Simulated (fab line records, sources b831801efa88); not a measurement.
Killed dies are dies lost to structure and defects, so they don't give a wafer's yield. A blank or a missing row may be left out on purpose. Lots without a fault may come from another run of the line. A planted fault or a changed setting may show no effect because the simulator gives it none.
One fault seen from 2 desks | flow sky130 | each desk has only its own numbers; what lay behind them comes last

THE METROLOGY DESK
What the gauges read, lot by lot, whatever tool the lot ran on: means of the sampled wafers that have a number. A lot is out of limits, marked OUT, if its mean lies more than 4 standard deviations from the usual mean; the brackets give that distance.
Columns: A = VT_ADJUST_HVTP_OVL at SKY_VT_ADJUST_HVTP_OVL_MEAS_08, usual 0.5 nm; B = VT_ADJUST_LVTN_01_OVL at SKY_VT_ADJUST_LVTN_OVL_MEAS_18, usual -0.9 nm; C = VT_ADJUST_LVTN_2_TW at SKY_VT_ADJUST_LVTN_TW_MEAS_21, usual 187.8
lot  | first seen here | A    | B    | C
L354 | day 6 06:02     | -1.2 | -0.2 | 185.7
L355 | day 6 12:22     | 0.7  | -0.8 | 187.0
L356 | day 6 19:39     | 0.7  | -0.7 | 189.4
L357 | day 7 05:13     | 0.1  | 0.8  | 187.8
L358 | day 7 10:46     | 0.3  | -2.0 | 189.6
L360 | day 8 00:06     | 0.5  | -0.8 | 186.3
L364 | day 9 02:52     | 0.8  | -1.1 | 189.4
L365 | day 9 11:42     | 0.4  | -2.3 | 188.3
L366 | day 9 17:42     | 1.9  | -2.6 | 186.3
L369 | day 10 06:28    | -1.2 | -0.7 | 187.1
L370 | day 10 13:58    | -0.1 | -0.9 | 187.8
L373 | day 11 09:11    | 1.6  | 0.2  | 188.3
L374 | day 11 17:35    | 0.7  | 0.4  | 189.0
L375 | day 11 21:43    | 1.0  | -1.2 | 190.0
This desk's finding: nothing out of limits on any of the 14 lots.

THE TOOL OWNER'S DESK: implanter-01
The tool's own readings at SKY_PWDE_IMPLANT_08: means of the sampled wafers that have a number, for each lot that ran on this tool. A lot is out of limits, marked OUT, if its mean lies more than 4 standard deviations from the usual mean; the brackets give that distance.
Columns: A = beam_energy_keV at SKY_PWDE_IMPLANT_08, usual 150.01
lot  | first seen here | A
L356 | day 4 13:31     | 149.99
L360 | day 5 13:50     | 149.91
L364 | day 6 13:30     | 139.51 (-99 or more) OUT
L365 | day 6 21:19     | 139.53 (-99 or more) OUT
L366 | day 7 02:46     | 139.49 (-99 or more) OUT
This desk's finding: out of limits on L364, L365, L366; first on L364, day 6 13:30 (beam_energy_keV at SKY_PWDE_IMPLANT_08). In limits: L356, L360.

PUT TOGETHER
The tool owner's desk could have raised an alarm at day 6 13:30, on L364, L365, L366.
The metrology desk saw nothing out of limits.
The metrology desk has L364, L365, L366 on record, within its limits.
Of the lots named, all ran SKY_PWDE_IMPLANT_08 on implanter-01.

WHAT THE SIMULATOR HAD PUT IN
Process parameter drift: implanter-01, from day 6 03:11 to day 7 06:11, at SKY_PWDE_IMPLANT_08. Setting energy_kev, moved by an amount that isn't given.
Lots struck among those shown: L364, L365, L366.
Hours from the fault's start to each desk's first reading out of limits: the tool owner's desk, 10.
